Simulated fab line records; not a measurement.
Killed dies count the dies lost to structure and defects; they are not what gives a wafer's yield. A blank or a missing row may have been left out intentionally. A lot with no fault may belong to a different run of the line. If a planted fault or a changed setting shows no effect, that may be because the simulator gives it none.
fab line records -- flow sfq-line
record: lots: 5, wafers: 23
route steps=325 shown C5@243 M6@255 M7@282
start-h: start of the lot's first displayed wafer, in hours after the record's first day -- wait-h: how many hours have passed since the lot's step before this one -- " as in the row above -- L1.1+2: several wafers, shown together as one row -- - no value, or no start given -- * or withheld: withheld -- < > ~ a bound
route shown NAME@n: NAME is a module with steps in the file, n the number in the route of the first one -- usual: average and standard deviation across the fault-free wafers -- same: alike in all rows -- chamber/n: place in a boat -- sites: readings site by site -- _std_site: the standard deviation of these -- _edge_site: mean of outer sites minus mean of inner sites -- radius-mm: how far each site lies from the wafer's centre -- mask NAME#n: copy n -- behind: the last tool/chamber to shape the wafer -- hold: the reason the lot was held/the length of the hold in hours/how it ended -- device: the n, p or np transistor that did not switch -- end of line: tests run on the same wafers once the route is complete -- a step without rows: its recipe alone -- killed: dies that structure and defects cost at the first sort, which is not the same as the wafer's yield -- map: a wafer's dies, marking killed ones x, the rest . and places with no die _
set.NAME: the setting as run; set.NAME@STEP: as run at that earlier step -- model.NAME: the simulator's own value behind a step, which no gauge read
one table per step and one row per wafer, for lots whose settings were changed on purpose
== steps ==
step: SFQ_TRILAYER_C5_LITHO_EXPOSE_152
recipe: mask-id: C5, na: 0.6, source-shape: conventional, sigma-outer: 0.65, target-cd-nm: 500, dose-mj: 21.3
lot.wafer,tool,chamber,start-h,wait-h,mask,set.dose-mj
L074.1+4+5,krf-scanner-02,0,1547.35,-,C5#0,21.3
L076.1+2,krf-scanner-01,0,1599.07,-,C5#0,20.09
L076.3+4+5,krf-scanner-01,0,1599.07,-,C5#0,21.3
L079.1+2+3+4+6,krf-scanner-01,0,1648.36,-,C5#0,21.3
L080.1+2,krf-scanner-01,0,1656.86,-,C5#0,21.92
L080.4+5+6,krf-scanner-01,0,1656.86,-,C5#0,21.3
L084.1+3,krf-scanner-01,0,1762.75,-,C5#0,21.3
L084.2+4+5,krf-scanner-01,0,1762.75,-,C5#0,21.86
step: SFQ_TRILAYER_C5_LITHO_PEB_154
recipe: peb-temp-c: 115, peb-time-s: 62.87, resist: KrF
step: SFQ_TRILAYER_C5_LITHO_DEVELOP_153
recipe: time-s: 60, resist: KrF
step: SFQ_TRILAYER_C5_BARC_OPEN_VIA_ETCH_210
recipe: mask-material: PR, chemistry: O2, target-depth-nm: 125, target: BARC, source-w: 500, bias-w: 80, pressure-mtorr: 30, time-s: 41.7
lot.wafer,tool,chamber,start-h,wait-h,set.dose-mj@TRILAYER_C5_LITHO_EXPOSE_152,model.C5.cd-nm
L074.1,rie-diel-03,2,1548.88,0.0,21.3,507.9
L074.4,rie-diel-03,1,1548.88,0.0,21.3,509
L074.5,rie-diel-03,0,1548.88,0.0,21.3,508.7
L076.1,rie-diel-04,2,1600.61,0.0,20.09,495.9
L076.2,rie-diel-04,0,1600.61,0.0,20.09,493.4
L076.3,rie-diel-04,1,1600.61,0.0,21.3,502.6
L076.4,rie-diel-04,3,1600.61,0.0,21.3,503.4
L076.5,rie-diel-04,3,1600.61,0.0,21.3,502.8
L079.1,rie-diel-03,1,1649.90,0.0,21.3,508.5
L079.2,rie-diel-03,0,1649.90,0.0,21.3,507.1
L079.3+6,rie-diel-03,"2,3",1649.90,0.0,21.3,506.6
L079.4,rie-diel-03,3,1649.90,0.0,21.3,508.6
L080.1,rie-diel-04,1,1658.40,0.0,21.92,510.5
L080.2,rie-diel-04,2,1658.40,0.0,21.92,512.8
L080.4,rie-diel-04,3,1658.40,0.0,21.3,506.1
L080.5,rie-diel-04,2,1658.40,0.0,21.3,507.3
L080.6,rie-diel-04,1,1658.40,0.0,21.3,504.9
L084.1,rie-diel-01,2,1764.29,0.0,21.3,507.2
L084.2,rie-diel-01,1,1764.29,0.0,21.86,511.7
L084.3,rie-diel-01,0,1764.29,0.0,21.3,508.6
L084.4,rie-diel-01,3,1764.29,0.0,21.86,512.4
L084.5,rie-diel-01,0,1764.29,0.0,21.86,512.5
step: SFQ_TRILAYER_C5_ETCH_VIA_ETCH_154
recipe: target: SiO2, mask-material: PR, chemistry: CHF3, target-depth-nm: 84, source-w: 500, bias-w: 80, pressure-mtorr: 30, time-s: withheld, stop-on: Nb
usual: oes-product-au: 0.895/0.0087
lot.wafer,tool,chamber,start-h,wait-h,set.time-s@TRILAYER_A5C_DEP_PECVD_142,oes-product-au,model.C5.feature-depth-nm
L074.1,rie-diel-03,2,1548.92,0.0,*,0.901,70.55
L074.4,rie-diel-03,1,1548.92,0.0,*,0.896,70.76
L074.5,rie-diel-03,0,1548.92,0.0,*,0.900,69.3
L076.1,rie-diel-04,2,1600.65,0.0,*,0.906,70.72
L076.2,rie-diel-04,0,1600.65,0.0,*,0.819,61.03
L076.3,rie-diel-04,1,1600.65,0.0,*,0.900,70.73
L076.4,rie-diel-04,3,1600.65,0.0,*,0.844,63.29
L076.5,rie-diel-04,3,1600.65,0.0,*,0.899,70.74
L079.1,rie-diel-03,1,1649.94,0.0,*,0.890,68.57
L079.2,rie-diel-03,0,1649.94,0.0,*,0.875,67.77
L079.3,rie-diel-03,2,1649.94,0.0,*,0.876,68.36
L079.4,rie-diel-03,3,1649.94,0.0,*,0.890,70.44
L079.6,rie-diel-03,3,1649.94,0.0,*,0.893,69.08
L080.1,rie-diel-04,1,1658.44,0.0,*,0.904,71.18
L080.2,rie-diel-04,2,1658.44,0.0,*,0.922,73.39
L080.4,rie-diel-04,3,1658.44,0.0,*,0.900,70.78
L080.5,rie-diel-04,2,1658.44,0.0,*,0.926,75.16
L080.6,rie-diel-04,1,1658.44,0.0,*,0.904,72.16
L084.1,rie-diel-01,2,1764.33,0.0,*,0.902,71.11
L084.2,rie-diel-01,1,1764.33,0.0,*,0.892,70.12
L084.3,rie-diel-01,0,1764.33,0.0,*,0.886,69.31
L084.4,rie-diel-01,3,1764.33,0.0,*,0.963,79.21
L084.5,rie-diel-01,0,1764.33,0.0,*,0.971,80.81
step: SFQ_TRILAYER_M6_LITHO_COAT_164
recipe: resist: BARC, spin-rpm: 3000, resist-thk-nm: 62
lot.wafer,tool,chamber,start-h,wait-h,set.resist-thk-nm,model.BARC_of_TRILAYER_M6_LITHO_COAT_164.thk-nm
L074.1,litho-track-04,0,1550.05,0.1,62,61.73
L074.4,litho-track-04,0,1550.05,0.1,62,61.61
L074.5,litho-track-04,0,1550.05,0.1,62,61.8
L076.1,litho-track-03,0,1601.77,0.1,59.47,59.45
L076.2,litho-track-03,0,1601.77,0.1,62,62.13
L076.3,litho-track-03,0,1601.77,0.1,62,61.96
L076.4,litho-track-03,0,1601.77,0.1,59.47,59.47
L076.5,litho-track-03,0,1601.77,0.1,62,61.9
L079.1,litho-track-03,0,1651.06,0.1,63.05,63
L079.2,litho-track-03,0,1651.06,0.1,62,61.94
L079.3,litho-track-03,0,1651.06,0.1,63.05,62.92
L079.4,litho-track-03,0,1651.06,0.1,62,61.89
L079.6,litho-track-03,0,1651.06,0.1,63.05,63.12
L080.1,litho-track-01,0,1659.56,0.1,62,62.06
L080.2,litho-track-01,0,1659.56,0.1,62,61.89
L080.4,litho-track-01,0,1659.56,0.1,62,62.04
L080.5,litho-track-01,0,1659.56,0.1,62,61.94
L080.6,litho-track-01,0,1659.56,0.1,62,62.12
L084.1,litho-track-04,0,1765.45,0.1,58.98,59.08
L084.2+4,litho-track-04,0,1765.45,0.1,58.98,58.95
L084.3,litho-track-04,0,1765.45,0.1,62,62.12
L084.5,litho-track-04,0,1765.45,0.1,62,62.01
step: SFQ_TRILAYER_M6_LITHO_PEB_162
recipe: peb-temp-c: 115, peb-time-s: 60, resist: KrF
lot.wafer,tool,chamber,start-h,wait-h,set.peb-time-s
L074.1+4+5,litho-track-01,0,1648.43,1.0,60
L076.1+2+5,litho-track-01,0,1651.96,1.0,56.24
L076.3+4,litho-track-01,0,1651.96,1.0,60
L079.1+2+4,litho-track-03,0,1656.86,1.0,64.74
L079.3+6,litho-track-03,0,1656.86,1.0,60
L080.1+2+4+5+6,litho-track-03,0,1726.01,1.0,60
L084.1+3+5,litho-track-04,0,1767.53,1.0,60
L084.2+4,litho-track-04,0,1767.53,1.0,68.94
step: SFQ_TRILAYER_M6_LITHO_DEVELOP_161
recipe: time-s: 60, resist: KrF
step: SFQ_TRILAYER_M6_BARC_OPEN_METAL_ETCH_206
recipe: mask-material: PR, chemistry: O2, target-depth-nm: 125, target: BARC, icp-w: 584.8, bias-w: 80, pressure-mtorr: 10, time-s: 41.7
lot.wafer,tool,chamber,start-h,wait-h,set.peb-time-s@TRILAYER_M6_LITHO_PEB_162,model.M6.cd-nm
L074.1,rie-metal-02,1,1648.77,0.0,60,498
L074.4,rie-metal-02,1,1648.77,0.0,60,497.1
L074.5,rie-metal-02,1,1648.77,0.0,60,497.7
L076.1,rie-metal-04,0,1652.30,0.0,56.24,510.9
L076.2,rie-metal-04,1,1652.30,0.0,56.24,508.7
L076.3,rie-metal-04,1,1652.30,0.0,60,499.9
L076.4,rie-metal-04,0,1652.30,0.0,60,500.8
L076.5,rie-metal-04,0,1652.30,0.0,56.24,510
L079.1,rie-metal-04,0,1657.20,0.0,64.74,491.1
L079.2,rie-metal-04,1,1657.20,0.0,64.74,489.8
L079.3,rie-metal-04,0,1657.20,0.0,60,501
L079.4,rie-metal-04,1,1657.20,0.0,64.74,489
L079.6,rie-metal-04,0,1657.20,0.0,60,501.8
L080.1,rie-metal-01,0,1726.35,0.0,60,500.2
L080.2,rie-metal-01,1,1726.35,0.0,60,500.4
L080.4,rie-metal-01,1,1726.35,0.0,60,501.7
L080.5,rie-metal-01,1,1726.35,0.0,60,499.1
L080.6,rie-metal-01,0,1726.35,0.0,60,500
L084.1,rie-metal-01,1,1767.86,0.0,60,501.6
L084.2,rie-metal-01,0,1767.86,0.0,68.94,483.1
L084.3,rie-metal-01,0,1767.86,0.0,60,502.4
L084.4,rie-metal-01,1,1767.86,0.0,68.94,482.2
L084.5,rie-metal-01,0,1767.86,0.0,60,502.1
step: SFQ_TRILAYER_M6_ETCH_METAL_ETCH_162
recipe: target: Nb, stop-on: SiO2, mask-material: PR, chemistry: Cl2/Ar, target-depth-nm: 240, icp-w: 600, bias-w: 80, pressure-mtorr: 10, time-s: 120
lot.wafer,tool,chamber,start-h,wait-h,set.time-s,set.time-s@TRILAYER_A5C_DEP_PECVD_142,model.SiO2_of_TRILAYER_A5C_DEP_PECVD_142.thk-nm,model.KrF_of_TRILAYER_M6_LITHO_COAT_159.thk-nm
L074.1,rie-metal-02,1,1648.83,0.0,120,15.556,63.05,377.4
L074.4,rie-metal-02,1,1648.83,0.0,120,15.556,63.26,378.4
L074.5,rie-metal-02,1,1648.83,0.0,120,15.556,61.8,377.7
L076.1,rie-metal-04,0,1652.36,0.0,106,15.556,63.22,397.6
L076.2,rie-metal-04,1,1652.36,0.0,120,13.76,53.53,381
L076.3,rie-metal-04,1,1652.36,0.0,106,15.556,63.23,399.8
L076.4,rie-metal-04,0,1652.36,0.0,120,13.76,55.79,380.8
L076.5,rie-metal-04,0,1652.36,0.0,120,15.556,63.24,382.6
L079.1,rie-metal-04,0,1657.26,0.0,120,15.556,61.08,382.4
L079.2,rie-metal-04,1,1657.26,0.0,127.8,15.556,58.69,372.1
L079.3,rie-metal-04,0,1657.26,0.0,127.8,15.556,59.27,373.8
L079.4,rie-metal-04,1,1657.26,0.0,127.8,15.556,61.36,371.7
L079.6,rie-metal-04,0,1657.26,0.0,120,15.556,61.58,381.7
L080.1,rie-metal-01,0,1726.41,0.0,120,15.556,63.68,382.5
L080.2,rie-metal-01,1,1726.41,0.0,120,16.23,65.89,391
L080.4,rie-metal-01,1,1726.41,0.0,135.7,15.556,60.22,369.3
L080.5,rie-metal-01,1,1726.41,0.0,120,16.23,67.66,389.6
L080.6,rie-metal-01,0,1726.41,0.0,135.7,15.556,61.55,366.1
L084.1,rie-metal-01,1,1767.92,0.0,120,15.556,63.61,389.6
L084.2,rie-metal-01,0,1767.92,0.0,120,15.556,62.62,384.8
L084.3,rie-metal-01,0,1767.92,0.0,120,15.556,61.81,386.2
L084.4,rie-metal-01,1,1767.92,0.0,120,17.4,71.71,388.4
L084.5,rie-metal-01,0,1767.92,0.0,120,17.4,73.31,384.2
step: SFQ_TRILAYER_M7_DEP_SPUTTER_175
recipe: material: Nb, base-pressure-pa: 1.33e-06, chamber-pressure-pa: 0.1333, substrate-temp-c: 20, target-thk-nm: 200, power-w: 2000, time-s: 133.3
lot.wafer,tool,chamber,start-h,wait-h,set.power-w,model.Nb_of_TRILAYER_M7_DEP_SPUTTER_175.thk-nm
L074.1,pvd-sputter-03,-,1667.68,0.0,2000,198.2
L074.4,pvd-sputter-03,-,1667.68,0.0,2000,199
L074.5,pvd-sputter-03,-,1667.68,0.0,2000,196.8
L076.1,pvd-sputter-05,-,1670.08,0.0,2000,200.6
L076.2,pvd-sputter-05,-,1670.08,0.0,2000,199.9
L076.3,pvd-sputter-05,-,1670.08,0.0,2157,218.1
L076.4,pvd-sputter-05,-,1670.08,0.0,2000,201
L076.5,pvd-sputter-05,-,1670.08,0.0,2157,218.5
L079.1,pvd-sputter-05,-,1673.68,0.0,2000,197.2
L079.2,pvd-sputter-05,-,1673.68,0.0,2174,215.2
L079.3,pvd-sputter-05,-,1673.68,0.0,2000,198.8
L079.4,pvd-sputter-05,-,1673.68,0.0,2174,214.7
L079.6,pvd-sputter-05,-,1673.68,0.0,2174,212.6
L080.1,pvd-sputter-06,-,1735.25,0.0,2175,214.3
L080.2,pvd-sputter-06,-,1735.25,0.0,2000,198.1
L080.4,pvd-sputter-06,-,1735.25,0.0,2000,196.8
L080.5,pvd-sputter-06,-,1735.25,0.0,2175,215.4
L080.6,pvd-sputter-06,-,1735.25,0.0,2175,216.4
L084.1,pvd-sputter-06,-,1874.28,0.0,2000,196.5
L084.2,pvd-sputter-06,-,1874.28,0.0,2000,198
L084.3,pvd-sputter-06,-,1874.28,0.0,1856,183.8
L084.4,pvd-sputter-06,-,1874.28,0.0,1856,183.5
L084.5,pvd-sputter-06,-,1874.28,0.0,1856,182.6
step: SFQ_M7_RS_MEAS_943
recipe: thk-meas-gauge: four-point-probe, reads: Nb_of_TRILAYER_M7_DEP_SPUTTER_175
usual: M7_NB_RS: 0.896/0.011
lot.wafer,tool,chamber,start-h,wait-h,set.power-w@TRILAYER_M7_DEP_SPUTTER_175,M7_NB_RS[ohm/sq]
L074.1,film-metro-04,-,1667.77,0.0,2000,0.898
L074.4,film-metro-04,-,1667.77,0.0,2000,0.894
L074.5,film-metro-04,-,1667.77,0.0,2000,0.904
L076.1,film-metro-04,-,1670.17,0.0,2000,0.886
L076.2,film-metro-04,-,1670.17,0.0,2000,0.889
L076.3,film-metro-04,-,1670.17,0.0,2157,0.814
L076.4,film-metro-04,-,1670.17,0.0,2000,0.884
L076.5,film-metro-04,-,1670.17,0.0,2157,0.812
L079.1,film-metro-04,-,1673.77,0.0,2000,0.902
L079.2,film-metro-04,-,1673.77,0.0,2174,0.827
L079.3,film-metro-04,-,1673.77,0.0,2000,0.896
L079.4,film-metro-04,-,1673.77,0.0,2174,0.826
L079.6,film-metro-04,-,1673.77,0.0,2174,0.837
L080.1,film-metro-03,-,1735.34,0.0,2175,0.830
L080.2,film-metro-03,-,1735.34,0.0,2000,0.898
L080.4,film-metro-03,-,1735.34,0.0,2000,0.903
L080.5,film-metro-03,-,1735.34,0.0,2175,0.825
L080.6,film-metro-03,-,1735.34,0.0,2175,0.820
L084.1,film-metro-01,-,1874.37,0.0,2000,0.906
L084.2,film-metro-01,-,1874.37,0.0,2000,0.898
L084.3,film-metro-01,-,1874.37,0.0,1856,0.970
L084.4,film-metro-01,-,1874.37,0.0,1856,0.971
L084.5,film-metro-01,-,1874.37,0.0,1856,0.974
step: SFQ_TRILAYER_M7_LITHO_COAT_177
recipe: resist: KrF, spin-rpm: 3000, resist-thk-nm: 600
lot.wafer,tool,chamber,start-h,wait-h,set.resist-thk-nm,model.KrF_of_TRILAYER_M7_LITHO_COAT_177.thk-nm
L074.1,litho-track-01,0,1668.25,0.2,600,601.4
L074.4,litho-track-01,0,1668.25,0.2,600,599.9
L074.5,litho-track-01,0,1668.25,0.2,600,600.7
L076.1,litho-track-02,0,1670.66,0.2,587.8,586.1
L076.2,litho-track-02,0,1670.66,0.2,600,602.7
L076.3,litho-track-02,0,1670.66,0.2,600,-
L076.4,litho-track-02,0,1670.66,0.2,600,600.3
L076.5,litho-track-02,0,1670.66,0.2,587.8,-
L079.1,litho-track-04,0,1674.26,0.2,609.7,611.7
L079.2+6,litho-track-04,0,1674.26,0.2,609.7,-
L079.3,litho-track-04,0,1674.26,0.2,600,600.9
L079.4,litho-track-04,0,1674.26,0.2,600,-
L080.1,litho-track-01,0,1735.82,0.2,626.4,-
L080.2,litho-track-01,0,1735.82,0.2,626.4,627.2
L080.4,litho-track-01,0,1735.82,0.2,626.4,627.1
L080.5+6,litho-track-01,0,1735.82,0.2,600,-
L084.1,litho-track-01,0,1874.85,0.2,629.4,631.9
L084.2,litho-track-01,0,1874.85,0.2,600,601.5
L084.3+4,litho-track-01,0,1874.85,0.2,629.4,-
L084.5,litho-track-01,0,1874.85,0.2,600,-
step: SFQ_TRILAYER_M7_LITHO_SOFTBAKE_181
recipe: temp-c: withheld, time-s: withheld, resist: KrF
step: SFQ_TRILAYER_M7_LITHO_EXPOSE_178
recipe: mask-id: M7, na: 0.6, source-shape: conventional, sigma-outer: 0.65, target-cd-nm: 500, dose-mj: 14.4
step: SFQ_TRILAYER_M7_LITHO_DEVELOP_179
recipe: time-s: 60, resist: KrF
step: SFQ_TRILAYER_M7_BARC_OPEN_METAL_ETCH_229
recipe: mask-material: PR, chemistry: O2, target-depth-nm: 125, target: BARC, icp-w: 600, bias-w: 80, pressure-mtorr: 10, time-s: 41.7
lot.wafer,tool,chamber,start-h,wait-h,set.resist-thk-nm@TRILAYER_M7_LITHO_COAT_177,model.KrF_of_TRILAYER_M7_LITHO_COAT_177.thk-nm
L074.1,rie-metal-03,1,1674.05,0.0,600,524.4
L074.4,rie-metal-03,1,1674.05,0.0,600,522.5
L074.5,rie-metal-03,1,1674.05,0.0,600,523.5
L076.1,rie-metal-03,0,1676.45,0.0,587.8,510.2
L076.2,rie-metal-03,1,1676.45,0.0,600,525.5
L076.3,rie-metal-03,1,1676.45,0.0,600,-
L076.4,rie-metal-03,0,1676.45,0.0,600,523.8
L076.5,rie-metal-03,0,1676.45,0.0,587.8,-
L079.1,rie-metal-02,0,1681.05,0.0,609.7,533.2
L079.2+6,rie-metal-02,1,1681.05,0.0,609.7,-
L079.3,rie-metal-02,1,1681.05,0.0,600,522.7
L079.4,rie-metal-02,0,1681.05,0.0,600,-
L080.1,rie-metal-03,1,1737.80,0.0,626.4,-
L080.2,rie-metal-03,0,1737.80,0.0,626.4,550.6
L080.4,rie-metal-03,1,1737.80,0.0,626.4,550
L080.5+6,rie-metal-03,"0,1",1737.80,0.0,600,-
L084.1,rie-metal-04,0,1957.94,0.0,629.4,553.4
L084.2,rie-metal-04,1,1957.94,0.0,600,523.3
L084.3+4,rie-metal-04,"0,1",1957.94,0.0,629.4,-
L084.5,rie-metal-04,1,1957.94,0.0,600,-
step: SFQ_TRILAYER_M7_ETCH_METAL_ETCH_180
recipe: target: Nb, stop-on: SiO2, mask-material: PR, chemistry: Cl2/Ar, target-depth-nm: 240, icp-w: 600, bias-w: 80, pressure-mtorr: 10, time-s: 120
usual: oes-product-au: 0.891/0.0086
lot.wafer,tool,chamber,start-h,wait-h,set.icp-w,set.power-w@TRILAYER_M7_DEP_SPUTTER_175,set.resist-thk-nm@TRILAYER_M7_LITHO_COAT_177,oes-product-au,model.KrF_of_TRILAYER_M7_LITHO_COAT_177.thk-nm
L074.1,rie-metal-03,1,1674.11,0.0,600,2000,600,0.890,382.3
L074.4,rie-metal-03,1,1674.11,0.0,600,2000,600,0.897,381.8
L074.5,rie-metal-03,1,1674.11,0.0,600,2000,600,0.890,381.9
L076.1,rie-metal-03,0,1676.51,0.0,625,2000,587.8,0.889,367.9
L076.2,rie-metal-03,1,1676.51,0.0,625,2000,600,0.891,381.3
L076.3,rie-metal-03,1,1676.51,0.0,625,2157,600,0.950,-
L076.4,rie-metal-03,0,1676.51,0.0,600,2000,600,0.899,386.3
L076.5,rie-metal-03,0,1676.51,0.0,600,2157,587.8,0.941,-
L079.1,rie-metal-02,0,1681.11,0.0,600,2000,609.7,0.886,388.4
L079.2,rie-metal-02,1,1681.11,0.0,600,2174,609.7,0.932,-
L079.3,rie-metal-02,1,1681.11,0.0,661.4,2000,600,0.892,367
L079.4,rie-metal-02,0,1681.11,0.0,661.4,2174,600,0.927,-
L079.6,rie-metal-02,1,1681.11,0.0,661.4,2174,609.7,0.909,-
L080.1,rie-metal-03,1,1737.86,0.0,600,2175,626.4,0.940,-
L080.2,rie-metal-03,0,1737.86,0.0,564.9,2000,626.4,0.879,416.8
L080.4,rie-metal-03,1,1737.86,0.0,564.9,2000,626.4,0.889,413.4
L080.5,rie-metal-03,0,1737.86,0.0,564.9,2175,600,0.924,-
L080.6,rie-metal-03,1,1737.86,0.0,600,2175,600,0.930,-
L084.1,rie-metal-04,0,1958.00,0.0,545.5,2000,629.4,0.886,420
L084.2,rie-metal-04,1,1958.00,0.0,600,2000,600,0.889,379.7
L084.3,rie-metal-04,0,1958.00,0.0,600,1856,629.4,0.858,-
L084.4,rie-metal-04,1,1958.00,0.0,545.5,1856,629.4,0.854,-
L084.5,rie-metal-04,1,1958.00,0.0,545.5,1856,600,0.845,-
== key ==
split: step: SFQ_TRILAYER_C5_LITHO_EXPOSE_152, setting: dose-mj, stated: 21.3, by: wafer
response: step: SFQ_TRILAYER_C5_BARC_OPEN_VIA_ETCH_210, reading: model.C5.cd-nm, change: +1.56, per: 1%, r: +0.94
split: step: SFQ_TRILAYER_M6_LITHO_COAT_164, setting: resist-thk-nm, stated: 62, by: wafer
response: step: SFQ_TRILAYER_M6_LITHO_COAT_164, reading: model.BARC_of_TRILAYER_M6_LITHO_COAT_164.thk-nm, change: +0.628, per: 1%, r: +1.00
split: step: SFQ_TRILAYER_M6_LITHO_PEB_162, setting: peb-time-s, stated: 60, by: wafer
response: step: SFQ_TRILAYER_M6_BARC_OPEN_METAL_ETCH_206, reading: model.M6.cd-nm, change: -1.36, per: 1%, r: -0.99
split: step: SFQ_TRILAYER_M6_ETCH_METAL_ETCH_162, setting: time-s, stated: 120, by: wafer
response: step: SFQ_TRILAYER_M6_ETCH_METAL_ETCH_162, reading: model.KrF_of_TRILAYER_M6_LITHO_COAT_159.thk-nm, change: -1.5, per: 1%, r: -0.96
split: step: SFQ_TRILAYER_M7_DEP_SPUTTER_175, setting: power-w, stated: 2000, by: wafer
response: step: SFQ_TRILAYER_M7_DEP_SPUTTER_175, reading: model.Nb_of_TRILAYER_M7_DEP_SPUTTER_175.thk-nm, change: +2.02, per: 1%, r: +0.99
response: step: SFQ_M7_RS_MEAS_943, reading: M7_NB_RS, change: -0.00879, per: 1%, r: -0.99
response: step: SFQ_TRILAYER_M7_ETCH_METAL_ETCH_180, reading: oes-product-au, change: +0.00516, per: 1%, r: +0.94
split: step: SFQ_TRILAYER_M7_LITHO_COAT_177, setting: resist-thk-nm, stated: 600, by: wafer
response: step: SFQ_TRILAYER_M7_LITHO_COAT_177, reading: model.KrF_of_TRILAYER_M7_LITHO_COAT_177.thk-nm, change: +6.47, per: 1%, r: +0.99
response: step: SFQ_TRILAYER_M7_BARC_OPEN_METAL_ETCH_229, reading: model.KrF_of_TRILAYER_M7_LITHO_COAT_177.thk-nm, change: +6.34, per: 1%, r: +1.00
response: step: SFQ_TRILAYER_M7_ETCH_METAL_ETCH_180, reading: model.KrF_of_TRILAYER_M7_LITHO_COAT_177.thk-nm, change: +8.57, per: 1%, r: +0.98
split: step: SFQ_TRILAYER_M7_ETCH_METAL_ETCH_180, setting: icp-w, stated: 600, by: wafer
response: step: SFQ_TRILAYER_M7_ETCH_METAL_ETCH_180, reading: model.KrF_of_TRILAYER_M7_LITHO_COAT_177.thk-nm, slope: -1.1, per: 1%, together-with: resist-thk-nm@TRILAYER_M7_LITHO_COAT_177, explained: 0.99
split outside-this-file step=SFQ_TRILAYER_A5C_DEP_PECVD_142 setting=time-s
split outside-this-file: this setting was split too, and the file shows its column; the key of that split is in another file
